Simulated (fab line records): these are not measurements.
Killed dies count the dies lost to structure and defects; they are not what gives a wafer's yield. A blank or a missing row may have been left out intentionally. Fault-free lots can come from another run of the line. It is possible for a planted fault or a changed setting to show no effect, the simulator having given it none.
Which tool is to blame? || flow gf180mcu || 11 lots with 33 wafers sampled at 6 steps, on a route of 602 steps

## WHAT THE GAUGES SHOWED, per wafer
GF_M2_THK_MEAS_06: measures by xrf.
{"lot": "L586", "measured": "day 18 22:16", "on": "film-metro-01", "M2_ALCU_THK (nm)": "449 448 450"}
{"lot": "L587", "measured": "day 19 14:24", "on": "film-metro-01", "M2_ALCU_THK (nm)": "445 442 448"}
{"lot": "L589", "measured": "day 20 06:47", "on": "film-metro-03", "M2_ALCU_THK (nm)": "446 452 451"}
{"lot": "L590", "measured": "day 20 17:38", "on": "film-metro-01", "M2_ALCU_THK (nm)": "439 439 438"}
{"lot": "L592", "measured": "day 21 09:20", "on": "film-metro-03", "M2_ALCU_THK (nm)": "451 454 451"}
{"lot": "L602", "measured": "day 24 12:42", "on": "film-metro-03", "M2_ALCU_THK (nm)": "441 447 440"}
{"lot": "L603", "measured": "day 25 04:07", "on": "film-metro-04", "M2_ALCU_THK (nm)": "450 458 458"}
{"lot": "L604", "measured": "day 25 04:26", "on": "film-metro-01", "M2_ALCU_THK (nm)": "436 442 440"}
{"lot": "L605", "measured": "day 25 12:29", "on": "film-metro-03", "M2_ALCU_THK (nm)": "445 446 446"}
{"lot": "L606", "measured": "day 25 19:46", "on": "film-metro-03", "M2_ALCU_THK (nm)": "447 448 449"}
{"lot": "L607", "measured": "day 26 04:22", "on": "film-metro-03", "M2_ALCU_THK (nm)": "453 448 449"}

GF_V2_THK_MEAS_03.
{"lot": "L586", "measured": "day 19 23:29", "on": "film-metro-03", "V2_CVD_02_THK (nm)": "824 848 836"}
{"lot": "L587", "measured": "day 20 15:29", "on": "film-metro-03", "V2_CVD_02_THK (nm)": "852 860 852"}
{"lot": "L589", "measured": "day 21 07:32", "on": "film-metro-04", "V2_CVD_02_THK (nm)": "824 832 851"}
{"lot": "L590", "measured": "day 21 17:53", "on": "film-metro-03", "V2_CVD_02_THK (nm)": "853 850 867"}
{"lot": "L592", "measured": "day 22 09:34", "on": "film-metro-03", "V2_CVD_02_THK (nm)": "831 858 839"}
{"lot": "L602", "measured": "day 25 11:37", "on": "film-metro-02", "V2_CVD_02_THK (nm)": "845 845 862"}
{"lot": "L603", "measured": "day 26 02:26", "on": "film-metro-04", "V2_CVD_02_THK (nm)": "844 853 855"}
{"lot": "L604", "measured": "day 26 02:44", "on": "film-metro-03", "V2_CVD_02_THK (nm)": "822 850 846"}
{"lot": "L605", "measured": "day 26 11:16", "on": "film-metro-04", "V2_CVD_02_THK (nm)": "843 840 853"}
{"lot": "L606", "measured": "day 26 16:56", "on": "film-metro-02", "V2_CVD_02_THK (nm)": "837 858 857"}
{"lot": "L607", "measured": "day 27 01:38", "on": "film-metro-03", "V2_CVD_02_THK (nm)": "850 875 868"}

GF_M3_RS_MEAS_05: measurement is done with a four-point probe.
{"lot": "L586", "measured": "day 21 01:28", "on": "film-metro-02", "M3_ALCU_RS (ohm/sq)": "0.0693 0.0701 0.0698"}
{"lot": "L587", "measured": "day 21 17:55", "on": "film-metro-01", "M3_ALCU_RS (ohm/sq)": "0.0690 0.0681 0.0685"}
{"lot": "L589", "measured": "day 22 09:08", "on": "film-metro-02", "M3_ALCU_RS (ohm/sq)": "0.0696 0.0696 0.0709"}
{"lot": "L590", "measured": "day 22 19:15", "on": "film-metro-02", "M3_ALCU_RS (ohm/sq)": "0.0701 0.0697 0.0702"}
{"lot": "L592", "measured": "day 23 11:04", "on": "film-metro-03", "M3_ALCU_RS (ohm/sq)": "0.0696 0.0696 0.0413"}
{"lot": "L602", "measured": "day 26 11:14", "on": "film-metro-02", "M3_ALCU_RS (ohm/sq)": "0.0694 0.0696 0.0687"}
{"lot": "L603", "measured": "day 27 01:07", "on": "film-metro-03", "M3_ALCU_RS (ohm/sq)": "0.0686 0.0687 0.0693"}
{"lot": "L604", "measured": "day 27 01:19", "on": "film-metro-02", "M3_ALCU_RS (ohm/sq)": "0.0700 0.0700 0.0697"}
{"lot": "L605", "measured": "day 27 09:41", "on": "film-metro-02", "M3_ALCU_RS (ohm/sq)": "0.0688 0.0684 0.0685"}
{"lot": "L606", "measured": "day 27 15:58", "on": "film-metro-02", "M3_ALCU_RS (ohm/sq)": "0.0694 0.0698 0.0694"}
{"lot": "L607", "measured": "day 27 23:54", "on": "film-metro-02", "M3_ALCU_RS (ohm/sq)": "0.0687 0.0684 0.0693"}

GF_M3_THK_MEAS_06: measures by xrf.
{"lot": "L586", "measured": "day 21 01:34", "on": "film-metro-02", "M3_ALCU_THK (nm)": "447 442 443"}
{"lot": "L587", "measured": "day 21 18:02", "on": "film-metro-01", "M3_ALCU_THK (nm)": "448 456 451"}
{"lot": "L589", "measured": "day 22 09:15", "on": "film-metro-02", "M3_ALCU_THK (nm)": "446 443 438"}
{"lot": "L590", "measured": "day 22 19:22", "on": "film-metro-02", "M3_ALCU_THK (nm)": "441 445 442"}
{"lot": "L592", "measured": "day 23 11:10", "on": "film-metro-03", "M3_ALCU_THK (nm)": "444 445 747"}
{"lot": "L602", "measured": "day 26 11:21", "on": "film-metro-02", "M3_ALCU_THK (nm)": "443 442 450"}
{"lot": "L603", "measured": "day 27 01:13", "on": "film-metro-03", "M3_ALCU_THK (nm)": "447 449 446"}
{"lot": "L604", "measured": "day 27 01:25", "on": "film-metro-02", "M3_ALCU_THK (nm)": "441 442 441"}
{"lot": "L605", "measured": "day 27 09:48", "on": "film-metro-02", "M3_ALCU_THK (nm)": "451 451 452"}
{"lot": "L606", "measured": "day 27 16:05", "on": "film-metro-02", "M3_ALCU_THK (nm)": "445 445 445"}
{"lot": "L607", "measured": "day 28 00:00", "on": "film-metro-02", "M3_ALCU_THK (nm)": "447 452 448"}

## WHICH TOOL RAN EACH LOT (tool, then ch and the chambers of the sampled wafers, then the start)
{"lot": "L586", "GF_M3_SPUTTER_01": "pvd-sputter-01, day 21 01:19", "GF_M3_SPUTTER_02": "pvd-sputter-01, day 21 01:20"}
{"lot": "L587", "GF_M3_SPUTTER_01": "pvd-sputter-02, day 21 17:48", "GF_M3_SPUTTER_02": "pvd-sputter-02, day 21 17:50"}
{"lot": "L589", "GF_M3_SPUTTER_01": "pvd-sputter-01, day 22 09:00", "GF_M3_SPUTTER_02": "pvd-sputter-01, day 22 09:02"}
{"lot": "L590", "GF_M3_SPUTTER_01": "pvd-sputter-01, day 22 19:07", "GF_M3_SPUTTER_02": "pvd-sputter-01, day 22 19:08"}
{"lot": "L592", "GF_M3_SPUTTER_01": "pvd-sputter-01, day 23 10:55", "GF_M3_SPUTTER_02": "pvd-sputter-01, day 23 10:57"}
{"lot": "L602", "GF_M3_SPUTTER_01": "pvd-sputter-03, day 26 11:07", "GF_M3_SPUTTER_02": "pvd-sputter-03, day 26 11:08"}
{"lot": "L603", "GF_M3_SPUTTER_01": "pvd-sputter-03, day 27 00:57", "GF_M3_SPUTTER_02": "pvd-sputter-03, day 27 00:59"}
{"lot": "L604", "GF_M3_SPUTTER_01": "pvd-sputter-01, day 27 01:09", "GF_M3_SPUTTER_02": "pvd-sputter-01, day 27 01:11"}
{"lot": "L605", "GF_M3_SPUTTER_01": "pvd-sputter-01, day 27 09:33", "GF_M3_SPUTTER_02": "pvd-sputter-01, day 27 09:35"}
{"lot": "L606", "GF_M3_SPUTTER_01": "pvd-sputter-01, day 27 15:50", "GF_M3_SPUTTER_02": "pvd-sputter-01, day 27 15:52"}
{"lot": "L607", "GF_M3_SPUTTER_01": "pvd-sputter-01, day 27 23:44", "GF_M3_SPUTTER_02": "pvd-sputter-01, day 27 23:46"}
- GF_M3_SPUTTER_01: material TiN, target thk 30 nm, time 25 s.
- GF_M3_SPUTTER_02: material AlCu, target thk 450 nm, time 23.9 s.

## WHAT THE TOOLS THEMSELVES READ (means of the sampled wafers that have a number; where no wafer has one, the mark that the record gives instead)
GF_M3_SPUTTER_01.
{"lot": "L586", "tool": "pvd-sputter-01", "throttle-valve-pct (%)": 29.8}
{"lot": "L587", "tool": "pvd-sputter-02", "throttle-valve-pct (%)": 30.0}
{"lot": "L589", "tool": "pvd-sputter-01", "throttle-valve-pct (%)": 30.1}
{"lot": "L590", "tool": "pvd-sputter-01", "throttle-valve-pct (%)": 30.1}
{"lot": "L592", "tool": "pvd-sputter-01", "throttle-valve-pct (%)": 30.1}
{"lot": "L602", "tool": "pvd-sputter-03", "throttle-valve-pct (%)": 29.8}
{"lot": "L603", "tool": "pvd-sputter-03", "throttle-valve-pct (%)": 30.1}
{"lot": "L604", "tool": "pvd-sputter-01", "throttle-valve-pct (%)": 29.9}
{"lot": "L605", "tool": "pvd-sputter-01", "throttle-valve-pct (%)": 29.6}
{"lot": "L606", "tool": "pvd-sputter-01", "throttle-valve-pct (%)": 29.8}
{"lot": "L607", "tool": "pvd-sputter-01", "throttle-valve-pct (%)": 30.4}

GF_M3_SPUTTER_02.
{"lot": "L586", "tool": "pvd-sputter-01", "throttle-valve-pct (%)": 29.8}
{"lot": "L587", "tool": "pvd-sputter-02", "throttle-valve-pct (%)": 30.0}
{"lot": "L589", "tool": "pvd-sputter-01", "throttle-valve-pct (%)": 29.9}
{"lot": "L590", "tool": "pvd-sputter-01", "throttle-valve-pct (%)": 29.9}
{"lot": "L592", "tool": "pvd-sputter-01", "throttle-valve-pct (%)": 30.0}
{"lot": "L602", "tool": "pvd-sputter-03", "throttle-valve-pct (%)": 29.8}
{"lot": "L603", "tool": "pvd-sputter-03", "throttle-valve-pct (%)": 30.3}
{"lot": "L604", "tool": "pvd-sputter-01", "throttle-valve-pct (%)": 30.0}
{"lot": "L605", "tool": "pvd-sputter-01", "throttle-valve-pct (%)": 29.6}
{"lot": "L606", "tool": "pvd-sputter-01", "throttle-valve-pct (%)": 29.9}
{"lot": "L607", "tool": "pvd-sputter-01", "throttle-valve-pct (%)": 30.4}

## THE ANSWER, worked out from the rows above alone
Rule: the lots themselves supply what counts as usual. The widest of any qualifying gaps counts: lots, ordered by their means at a reading, are off when they make up no more than a third of the lots, leave a main group of 4 or more, and stand apart from it by 3 or more times the standard deviation of that group's means. Not used: any main group whose means are identical at the precision the tables above print for the reading. A lot without any number at a reading at which 4 lots or more have one is off too. The other lots that the step has rows for count as sound. The gauges are gone through in route order, then the tools' own readings, and for those a lot's mean is taken as printed above. At the first step where some lot is off, the reading lying furthest off is the one used; lots without a number count as furthest.
Off: L592, at GF_M3_RS_MEAS_05 (M3_ALCU_RS). For the main group the mean is 0.0693 ohm/sq and the standard deviation 0.00057.
A tool fits if, at a process step before that reading, it ran every lot that is off, and no sound lot after the first of them. Those tools and the gauges at GF_M3_RS_MEAS_05 are tried in the same way. Not one of the candidates tried fits.

## WHAT THE SIMULATOR HAD PUT IN
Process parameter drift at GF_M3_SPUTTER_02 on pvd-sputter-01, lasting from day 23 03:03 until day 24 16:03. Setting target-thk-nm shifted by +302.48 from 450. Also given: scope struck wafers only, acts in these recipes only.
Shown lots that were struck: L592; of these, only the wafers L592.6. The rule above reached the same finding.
